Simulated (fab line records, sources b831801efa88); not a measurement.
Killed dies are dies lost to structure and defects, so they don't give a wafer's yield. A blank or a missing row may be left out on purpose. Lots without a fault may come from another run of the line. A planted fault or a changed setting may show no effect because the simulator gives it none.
A struck lot beside a sound one | flow sky130 | 15 steps out of a route of 708
Sound: wafers L584.1, L584.2, L584.6. Struck: wafers L594.1, L594.5, L594.6. The cause comes at the end.
At each step with rows: each side's tool, then ch and its chambers, then its first start. Under that, the readings that differ: sound wafers | struck wafers | difference of the means | sigmas: that difference in standard deviations of wafers without a fault.
alike: readings whose means differ by less than 2 such deviations, and words and numbers that are the same on both sides. not compared: withheld readings, readings that some wafer has no value for, bounds like >300 that may hide the same value, and numbers for which the record gives no deviation and whose values overlap.
The two part at a step that has a row with sigmas, a row that says differs or no value, or rows on one side only. Numbers that don't overlap but have no deviation are shown without sigmas and don't part them. A reading that every wafer of one side lacks parts them only if that side has two wafers or more.

first, 8 steps without rows for these wafers: SKY_POLY_GATE_DEHYDRATE_05 (time 60 s); SKY_POLY_GATE_HMDS_06 (prime time 60 s); SKY_POLY_GATE_COAT_07 (resist thk 110 nm); SKY_POLY_GATE_COAT_08 (resist thk 450 nm); SKY_POLY_GATE_SOFTBAKE_09 (time 90 s); SKY_POLY_GATE_EXPOSE_10 (exposes mask P1M, target cd 150 nm); SKY_POLY_GATE_PEB_11; SKY_POLY_GATE_DEVELOP_12 (develop time 60 s).
SKY_POLY_GATE_CD_MEAS_13: target cd 150 nm.
  sound on cd_sem-02, day 16 01:52; struck on cd_sem-02, day 20 01:14
  alike: cd_nm
SKY_POLY_GATE_OVL_MEAS_14:
  sound on overlay-02, day 16 01:59; struck on overlay-01, day 20 01:22
  alike: POLY_GATE_OVL
SKY_POLY_GATE_ETCH_15: etches BARC in N2/H2, stops on SiO2, time 118.5 s, target depth 110 nm.
  sound on rie_diel-02 ch 1,3, day 16 02:02; struck on rie_diel-03 ch 0,1, day 20 01:24
  alike: bias_w, chamber_pressure_mTorr, drypump_motor_current_A, oes_product_au, throttle_valve_pct
  not compared: rf_hours_counter_h
SKY_POLY_GATE_ETCH_16: etches Si3N4 in CH3F/O2, stops on poly-Si, time 147.5 s, target depth 75 nm.
  sound on rie_diel-02 ch 1,3, day 16 02:07; struck on rie_diel-03 ch 0,1, day 20 01:29
  alike: O2_flow_sccm, bias_w, drypump_motor_current_A, oes_product_au, throttle_valve_pct
  not compared: rf_hours_counter_h
SKY_POLY_GATE_ETCH_17: etches poly-Si in HBr/Cl2, stops on SiO2, target depth 180 nm, time 70.5 s.
  sound on rie_si-02 ch 0,2, day 16 02:13; struck on rie_si-02 ch 0,1,3, day 20 01:35
  no value came back on the struck wafers for any of 5 readings (HBr_flow_sccm (sccm), bias_w (W) and others); on the sound wafers HBr_flow_sccm (sccm) reads 150.5 149.6 150.0
  reading                                          | sound             | struck        | difference | sigmas
  model.KrF-thick_of_POLY_GATE_COAT_08.thk_nm (nm) | 141.6 143.4 141.4 | 235 233.9 234 | +92        |
  not compared: rf_hours_counter_h
SKY_POLY_GATE_STRIP_18: strips in O2/N2.
  sound on plasma_asher-02 ch 0,1, day 16 02:16; struck on plasma_asher-02 ch 0,1, day 20 01:38
  reading                      | sound             | struck            | difference | sigmas
  oes_product_au (a.u.)        | 0.362 0.361 0.363 | 0.404 0.395 0.402 | +0.038     | +8
  strip_time_to_endpoint_s (s) | 3.18 3.20 3.18    | 4.19 4.18 4.18    | +1.00      | +31
  alike: drypump_motor_current_A
  not compared: rf_hours_counter_h
then, 1 step without rows for these wafers: SKY_POLY_GATE_CLEAN_19 (cleans in SC1/SC2, time 150 s).

WHERE THEY PART
First at SKY_POLY_GATE_ETCH_17; last, within this record, at SKY_POLY_GATE_STRIP_18.

WHY: what the simulator had put in
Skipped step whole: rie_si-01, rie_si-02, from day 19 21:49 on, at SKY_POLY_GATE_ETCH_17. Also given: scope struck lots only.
